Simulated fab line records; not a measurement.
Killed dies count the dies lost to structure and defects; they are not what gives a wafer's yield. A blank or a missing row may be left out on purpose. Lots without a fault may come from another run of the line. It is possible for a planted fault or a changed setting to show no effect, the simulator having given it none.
Which of the tools did it? || flow gf180mcu || Sampling: 11 lots, 33 wafers, 6 of 602 route steps

WHAT THE GAUGES SHOWED, per wafer
GF_M3_RS_MEAS_05: measurement is done with a four-point probe. Usual: M3_ALCU_RS 0.0695 ohm/sq, standard deviation 0.00074.
{"lot": "L584", "measured": "day 21 15:16", "on": "filmMetro-04", "M3_ALCU_RS (ohm/sq)": "0.0696 0.0714 0.0706", "flag": ""}
{"lot": "L589", "measured": "day 23 11:32", "on": "filmMetro-02", "M3_ALCU_RS (ohm/sq)": "0.0774 0.0778 0.0778", "flag": "OFF"}
{"lot": "L590", "measured": "day 23 20:01", "on": "filmMetro-03", "M3_ALCU_RS (ohm/sq)": "0.0780 0.0779 0.0782", "flag": "OFF"}
{"lot": "L591", "measured": "day 24 02:23", "on": "filmMetro-03", "M3_ALCU_RS (ohm/sq)": "0.0773 0.0778 0.0781", "flag": "OFF"}
{"lot": "L594", "measured": "day 25 00:44", "on": "filmMetro-02", "M3_ALCU_RS (ohm/sq)": "0.0695 0.0698 0.0692", "flag": ""}
{"lot": "L595", "measured": "day 25 09:43", "on": "filmMetro-04", "M3_ALCU_RS (ohm/sq)": "0.0708 0.0705 0.0711", "flag": ""}
{"lot": "L597", "measured": "day 26 03:29", "on": "filmMetro-03", "M3_ALCU_RS (ohm/sq)": "0.0692 0.0693 0.0694", "flag": ""}
{"lot": "L599", "measured": "day 26 17:19", "on": "filmMetro-02", "M3_ALCU_RS (ohm/sq)": "0.0694 0.0689 0.0697", "flag": ""}
{"lot": "L600", "measured": "day 26 22:32", "on": "filmMetro-02", "M3_ALCU_RS (ohm/sq)": "0.0687 0.0690 0.0694", "flag": ""}
{"lot": "L603", "measured": "day 27 16:55", "on": "filmMetro-02", "M3_ALCU_RS (ohm/sq)": "0.0715 0.0693 0.0702", "flag": ""}
{"lot": "L604", "measured": "day 28 02:03", "on": "filmMetro-02", "M3_ALCU_RS (ohm/sq)": "0.0707 0.0697 0.0701", "flag": ""}

GF_M3_THK_MEAS_06: measures by xrf. Usual: M3_ALCU_THK 447 nm, standard deviation 5.7.
{"lot": "L584", "measured": "day 21 15:23", "on": "filmMetro-04", "M3_ALCU_THK (nm)": "449 435 442", "flag": ""}
{"lot": "L589", "measured": "day 23 11:38", "on": "filmMetro-02", "M3_ALCU_THK (nm)": "402 399 398", "flag": "OFF"}
{"lot": "L590", "measured": "day 23 20:08", "on": "filmMetro-03", "M3_ALCU_THK (nm)": "400 399 400", "flag": "OFF"}
{"lot": "L591", "measured": "day 24 02:29", "on": "filmMetro-03", "M3_ALCU_THK (nm)": "406 403 400", "flag": "OFF"}
{"lot": "L594", "measured": "day 25 00:51", "on": "filmMetro-02", "M3_ALCU_THK (nm)": "447 444 445", "flag": ""}
{"lot": "L595", "measured": "day 25 09:49", "on": "filmMetro-04", "M3_ALCU_THK (nm)": "438 441 437", "flag": ""}
{"lot": "L597", "measured": "day 26 03:35", "on": "filmMetro-03", "M3_ALCU_THK (nm)": "452 453 452", "flag": ""}
{"lot": "L599", "measured": "day 26 17:26", "on": "filmMetro-02", "M3_ALCU_THK (nm)": "446 449 444", "flag": ""}
{"lot": "L600", "measured": "day 26 22:38", "on": "filmMetro-02", "M3_ALCU_THK (nm)": "450 445 444", "flag": ""}
{"lot": "L603", "measured": "day 27 17:02", "on": "filmMetro-02", "M3_ALCU_THK (nm)": "429 445 440", "flag": ""}
{"lot": "L604", "measured": "day 28 02:08", "on": "filmMetro-02", "M3_ALCU_THK (nm)": "437 444 442", "flag": ""}

GF_M3_OVL_MEAS_15. Usual: M3_OVL -4 nm, standard deviation 6.1.
{"lot": "L584", "measured": "day 22 14:58", "on": "overlay-02", "M3_OVL (nm)": "6 1 -6", "flag": ""}
{"lot": "L589", "measured": "day 24 09:29", "on": "overlay-01", "M3_OVL (nm)": "0 -7 -15", "flag": ""}
{"lot": "L590", "measured": "day 24 17:53", "on": "overlay-01", "M3_OVL (nm)": "-5 5 -4", "flag": ""}
{"lot": "L591", "measured": "day 25 00:18", "on": "overlay-01", "M3_OVL (nm)": "-1 -2 -3", "flag": ""}
{"lot": "L594", "measured": "day 25 22:04", "on": "overlay-01", "M3_OVL (nm)": "-6 3 -3", "flag": ""}
{"lot": "L595", "measured": "day 26 06:29", "on": "overlay-01", "M3_OVL (nm)": "-2 -4 -5", "flag": ""}
{"lot": "L597", "measured": "day 27 00:44", "on": "overlay-02", "M3_OVL (nm)": "-10 -14 -7", "flag": ""}
{"lot": "L599", "measured": "day 27 13:26", "on": "overlay-02", "M3_OVL (nm)": "7 5 8", "flag": ""}
{"lot": "L600", "measured": "day 27 19:01", "on": "overlay-01", "M3_OVL (nm)": "-11 0 -12", "flag": ""}
{"lot": "L603", "measured": "day 28 13:17", "on": "overlay-02", "M3_OVL (nm)": "-10 -3 2", "flag": ""}
{"lot": "L604", "measured": "day 28 21:04", "on": "overlay-01", "M3_OVL (nm)": "-10 -8 -2", "flag": ""}

WHICH TOOL RAN EACH LOT (tool, then ch and the chambers of the sampled wafers, then the start)
{"lot": "L584", "GF_M2_SPUTTER_01": "pvdSputter-02, day 19 11:11", "GF_V2_ETCH_16": "rieDiel-03 ch 1,2, day 21 13:41", "GF_M3_SPUTTER_02": "pvdSputter-01, day 21 15:11"}
{"lot": "L589", "GF_M2_SPUTTER_01": "pvdSputter-02, day 21 09:08", "GF_V2_ETCH_16": "rieDiel-02 ch 0,2,3, day 23 09:47", "GF_M3_SPUTTER_02": "pvdSputter-01, day 23 11:25"}
{"lot": "L590", "GF_M2_SPUTTER_01": "pvdSputter-01, day 21 18:38", "GF_V2_ETCH_16": "rieDiel-02 ch 1,2,3, day 23 18:26", "GF_M3_SPUTTER_02": "pvdSputter-01, day 23 19:55"}
{"lot": "L591", "GF_M2_SPUTTER_01": "pvdSputter-04, day 22 01:08", "GF_V2_ETCH_16": "rieDiel-04 ch 0,1, day 24 00:47", "GF_M3_SPUTTER_02": "pvdSputter-01, day 24 02:16"}
{"lot": "L594", "GF_M2_SPUTTER_01": "pvdSputter-01, day 23 00:56", "GF_V2_ETCH_16": "rieDiel-04 ch 1,2,3, day 24 23:07", "GF_M3_SPUTTER_02": "pvdSputter-02, day 25 00:38"}
{"lot": "L595", "GF_M2_SPUTTER_01": "pvdSputter-02, day 23 10:30", "GF_V2_ETCH_16": "rieDiel-02 ch 0,1,3, day 25 07:53", "GF_M3_SPUTTER_02": "pvdSputter-03, day 25 09:35"}
{"lot": "L597", "GF_M2_SPUTTER_01": "pvdSputter-02, day 24 02:56", "GF_V2_ETCH_16": "rieDiel-04 ch 2,3, day 26 01:53", "GF_M3_SPUTTER_02": "pvdSputter-02, day 26 03:22"}
{"lot": "L599", "GF_M2_SPUTTER_01": "pvdSputter-02, day 24 18:59", "GF_V2_ETCH_16": "rieDiel-02 ch 0,2,3, day 26 15:38", "GF_M3_SPUTTER_02": "pvdSputter-02, day 26 17:13"}
{"lot": "L600", "GF_M2_SPUTTER_01": "pvdSputter-04, day 25 01:16", "GF_V2_ETCH_16": "rieDiel-03 ch 0,1,2, day 26 20:41", "GF_M3_SPUTTER_02": "pvdSputter-02, day 26 22:25"}
{"lot": "L603", "GF_M2_SPUTTER_01": "pvdSputter-02, day 25 20:56", "GF_V2_ETCH_16": "rieDiel-04 ch 2,3, day 27 15:19", "GF_M3_SPUTTER_02": "pvdSputter-01, day 27 16:50"}
{"lot": "L604", "GF_M2_SPUTTER_01": "pvdSputter-02, day 26 06:34", "GF_V2_ETCH_16": "rieDiel-04 ch 1,2,3, day 28 00:20", "GF_M3_SPUTTER_02": "pvdSputter-03, day 28 01:54"}
- GF_M2_SPUTTER_01: material TiN, target thk 30 nm, time 25 s.
- GF_V2_ETCH_16: etches BARC in N2/H2.
- GF_M3_SPUTTER_02: material AlCu, target thk 450 nm, time 23.9 s.

WHAT THE TOOLS THEMSELVES READ (means of the sampled wafers that have a number; where no wafer has one, the mark that the record gives instead)
GF_M2_SPUTTER_01. Usual: cathodeDcPowerW 6500.0 W, standard deviation 1.2; throttleValvePct 29.2 %, standard deviation 1.4.
{"lot": "L584", "tool": "pvdSputter-02", "cathodeDcPowerW (W)": 6499.7, "throttleValvePct (%)": 28.9, "flag": ""}
{"lot": "L589", "tool": "pvdSputter-02", "cathodeDcPowerW (W)": 6499.5, "throttleValvePct (%)": 28.3, "flag": ""}
{"lot": "L590", "tool": "pvdSputter-01", "cathodeDcPowerW (W)": 6499.4, "throttleValvePct (%)": 29.8, "flag": ""}
{"lot": "L591", "tool": "pvdSputter-04", "cathodeDcPowerW (W)": 6499.5, "throttleValvePct (%)": 29.6, "flag": ""}
{"lot": "L594", "tool": "pvdSputter-01", "cathodeDcPowerW (W)": 6500.0, "throttleValvePct (%)": 30.2, "flag": ""}
{"lot": "L595", "tool": "pvdSputter-02", "cathodeDcPowerW (W)": 6500.8, "throttleValvePct (%)": 27.6, "flag": ""}
{"lot": "L597", "tool": "pvdSputter-02", "cathodeDcPowerW (W)": 6500.9, "throttleValvePct (%)": 27.8, "flag": ""}
{"lot": "L599", "tool": "pvdSputter-02", "cathodeDcPowerW (W)": 6499.3, "throttleValvePct (%)": 27.2, "flag": ""}
{"lot": "L600", "tool": "pvdSputter-04", "cathodeDcPowerW (W)": 6501.2, "throttleValvePct (%)": 29.3, "flag": ""}
{"lot": "L603", "tool": "pvdSputter-02", "cathodeDcPowerW (W)": 6500.0, "throttleValvePct (%)": 27.8, "flag": ""}
{"lot": "L604", "tool": "pvdSputter-02", "cathodeDcPowerW (W)": 6500.6, "throttleValvePct (%)": 28.9, "flag": ""}

GF_V2_ETCH_16. Usual: drypumpMotorCurrentA 5.9 A, standard deviation 0.49; oesProductAu 0.854 a.u., standard deviation 0.0048; throttleValvePct 13.224 %, standard deviation 0.0092.
{"lot": "L584", "tool": "rieDiel-03", "drypumpMotorCurrentA (A)": 5.1, "oesProductAu (a.u.)": 0.858, "throttleValvePct (%)": 13.235, "flag": ""}
{"lot": "L589", "tool": "rieDiel-02", "drypumpMotorCurrentA (A)": 5.7, "oesProductAu (a.u.)": 0.852, "throttleValvePct (%)": 13.220, "flag": ""}
{"lot": "L590", "tool": "rieDiel-02", "drypumpMotorCurrentA (A)": 5.5, "oesProductAu (a.u.)": 0.852, "throttleValvePct (%)": 13.215, "flag": ""}
{"lot": "L591", "tool": "rieDiel-04", "drypumpMotorCurrentA (A)": 6.3, "oesProductAu (a.u.)": 0.850, "throttleValvePct (%)": 13.224, "flag": ""}
{"lot": "L594", "tool": "rieDiel-04", "drypumpMotorCurrentA (A)": 6.0, "oesProductAu (a.u.)": 0.856, "throttleValvePct (%)": 13.213, "flag": ""}
{"lot": "L595", "tool": "rieDiel-02", "drypumpMotorCurrentA (A)": 6.0, "oesProductAu (a.u.)": 0.853, "throttleValvePct (%)": 13.220, "flag": ""}
{"lot": "L597", "tool": "rieDiel-04", "drypumpMotorCurrentA (A)": 5.9, "oesProductAu (a.u.)": 0.852, "throttleValvePct (%)": 13.234, "flag": ""}
{"lot": "L599", "tool": "rieDiel-02", "drypumpMotorCurrentA (A)": 5.8, "oesProductAu (a.u.)": 0.858, "throttleValvePct (%)": 13.223, "flag": ""}
{"lot": "L600", "tool": "rieDiel-03", "drypumpMotorCurrentA (A)": 5.7, "oesProductAu (a.u.)": 0.853, "throttleValvePct (%)": 13.225, "flag": ""}
{"lot": "L603", "tool": "rieDiel-04", "drypumpMotorCurrentA (A)": 6.1, "oesProductAu (a.u.)": 0.856, "throttleValvePct (%)": 13.226, "flag": ""}
{"lot": "L604", "tool": "rieDiel-04", "drypumpMotorCurrentA (A)": 6.0, "oesProductAu (a.u.)": 0.850, "throttleValvePct (%)": 13.221, "flag": ""}

GF_M3_SPUTTER_02. Usual: cathodeDcPowerW 10600 W, standard deviation 1.9; throttleValvePct 29.5 %, standard deviation 1.3.
{"lot": "L584", "tool": "pvdSputter-01", "cathodeDcPowerW (W)": 10599, "throttleValvePct (%)": 30.2, "flag": ""}
{"lot": "L589", "tool": "pvdSputter-01", "cathodeDcPowerW (W)": 9545, "throttleValvePct (%)": 30.7, "flag": "OFF"}
{"lot": "L590", "tool": "pvdSputter-01", "cathodeDcPowerW (W)": 9549, "throttleValvePct (%)": 29.8, "flag": "OFF"}
{"lot": "L591", "tool": "pvdSputter-01", "cathodeDcPowerW (W)": 9546, "throttleValvePct (%)": 29.7, "flag": "OFF"}
{"lot": "L594", "tool": "pvdSputter-02", "cathodeDcPowerW (W)": 10598, "throttleValvePct (%)": 28.3, "flag": ""}
{"lot": "L595", "tool": "pvdSputter-03", "cathodeDcPowerW (W)": 10601, "throttleValvePct (%)": 30.1, "flag": ""}
{"lot": "L597", "tool": "pvdSputter-02", "cathodeDcPowerW (W)": 10599, "throttleValvePct (%)": 28.4, "flag": ""}
{"lot": "L599", "tool": "pvdSputter-02", "cathodeDcPowerW (W)": 10599, "throttleValvePct (%)": 29.5, "flag": ""}
{"lot": "L600", "tool": "pvdSputter-02", "cathodeDcPowerW (W)": 10599, "throttleValvePct (%)": 28.9, "flag": ""}
{"lot": "L603", "tool": "pvdSputter-01", "cathodeDcPowerW (W)": 10599, "throttleValvePct (%)": 29.9, "flag": ""}
{"lot": "L604", "tool": "pvdSputter-03", "cathodeDcPowerW (W)": 10601, "throttleValvePct (%)": 30.3, "flag": ""}

THE ANSWER, worked out from the rows above alone
Rule: a lot counts as off when the mean over its wafers that have a number is more than 3 standard deviations away from the usual mean. Also off: a lot with no number at a reading for which 4 or more lots have one. The other lots that the step has rows for count as sound. First the gauges in route order, then the tools' own readings, where a lot's mean is used as printed above. The first step at which some lot is off is used, and at that step the reading that is off furthest; a lot without a number counts as furthest.
Off: at GF_M3_RS_MEAS_05 (M3_ALCU_RS), L589, L590, L591.
If a tool, at a process step before that reading, ran all the lots that are off and no sound lot after the first of them, it fits. Not tried: the gauges at GF_M3_RS_MEAS_05; whatever is off there is also off at GF_M3_SPUTTER_02, on other tools, and gauge error can't account for it. Not one of the candidates tried fits.

WHAT HAD BEEN PUT IN BY THE SIMULATOR
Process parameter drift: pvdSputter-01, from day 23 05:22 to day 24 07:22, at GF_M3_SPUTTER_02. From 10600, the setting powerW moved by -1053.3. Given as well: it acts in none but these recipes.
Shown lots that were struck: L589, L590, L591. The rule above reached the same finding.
